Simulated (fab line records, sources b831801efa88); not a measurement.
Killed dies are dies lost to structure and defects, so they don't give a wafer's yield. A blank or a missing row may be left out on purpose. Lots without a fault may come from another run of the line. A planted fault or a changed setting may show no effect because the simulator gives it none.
Which tool did it? | flow gf180mcu | 6 lots, 18 wafers sampled, at 3 steps of a route of 602

WHAT THE GAUGES READ, wafer by wafer
GF_HV_LDD_CD_MEAS_46: target cd 400 nm.
lot  | measured     | on        | cd_nm (nm)
L335 | day 13 08:09 | cd_sem-02 | 401.2 401.1 400.8
L337 | day 14 03:13 | cd_sem-02 | 406.2 406.3 406.9
L339 | day 14 20:11 | cd_sem-02 | 404.0 404.6 404.6
L343 | day 16 03:13 | cd_sem-02 | 400.7 402.7 402.5
L345 | day 16 13:08 | cd_sem-02 | 404.3 406.1 408.2
L354 | day 19 18:51 | cd_sem-01 | - - -

WHICH TOOL RAN EACH LOT (tool, then ch and the chambers of the sampled wafers, then the start)
lot  | GF_VT_IMPLANT_RTA_45             | GF_HV_LDD_EXPOSE_43
L335 | rtp_anneal-01 ch 0, day 8 06:38  | iline_stepper-01 ch 0, day 12 21:57
L337 | rtp_anneal-02 ch 0, day 8 21:23  | iline_stepper-02 ch 0, day 13 16:23
L339 | rtp_anneal-02 ch 0, day 9 11:06  | iline_stepper-02 ch 0, day 14 09:39
L343 | rtp_anneal-01 ch 0, day 10 13:52 | iline_stepper-01 ch 0, day 15 16:13
L345 | rtp_anneal-01 ch 0, day 10 23:59 | iline_stepper-02 ch 0, day 16 01:48
L354 | rtp_anneal-02 ch 0, day 13 14:35 | iline_stepper-02 ch 0, day 19 06:34
- GF_VT_IMPLANT_RTA_45: time 30 s.
- GF_HV_LDD_EXPOSE_43: exposes mask Pplus HV AREA, target cd 400 nm.

THE ANSWER, worked out from the rows above alone
Rule: what is usual is taken from the lots themselves. Put in order of their means at a reading, lots are off if they are a third of the lots or fewer, leave a main group of 4 or more, and stand apart from it by a gap of 3 or more times the standard deviation of the main group's means; of several such gaps the widest counts. A main group whose means are all the same, to the digits that the tables above print for the reading, isn't used. A lot without any number at a reading at which 4 lots or more have one is off too. The other lots that the step has rows for count as sound.
Off: L354, at GF_HV_LDD_CD_MEAS_46 (cd_nm). Without a number there: L354. The main group: mean 404.0 nm, standard deviation 2.2.
A tool fits if, at a process step before that reading, it ran every lot that is off, and no sound lot after the first of them. The gauges at GF_HV_LDD_CD_MEAS_46 are tried like those tools. Can't be told from this: 3 tools fit, rtp_anneal-02 at GF_VT_IMPLANT_RTA_45, iline_stepper-02 at GF_HV_LDD_EXPOSE_43, cd_sem-01 at GF_HV_LDD_CD_MEAS_46.

WHAT THE SIMULATOR HAD PUT IN
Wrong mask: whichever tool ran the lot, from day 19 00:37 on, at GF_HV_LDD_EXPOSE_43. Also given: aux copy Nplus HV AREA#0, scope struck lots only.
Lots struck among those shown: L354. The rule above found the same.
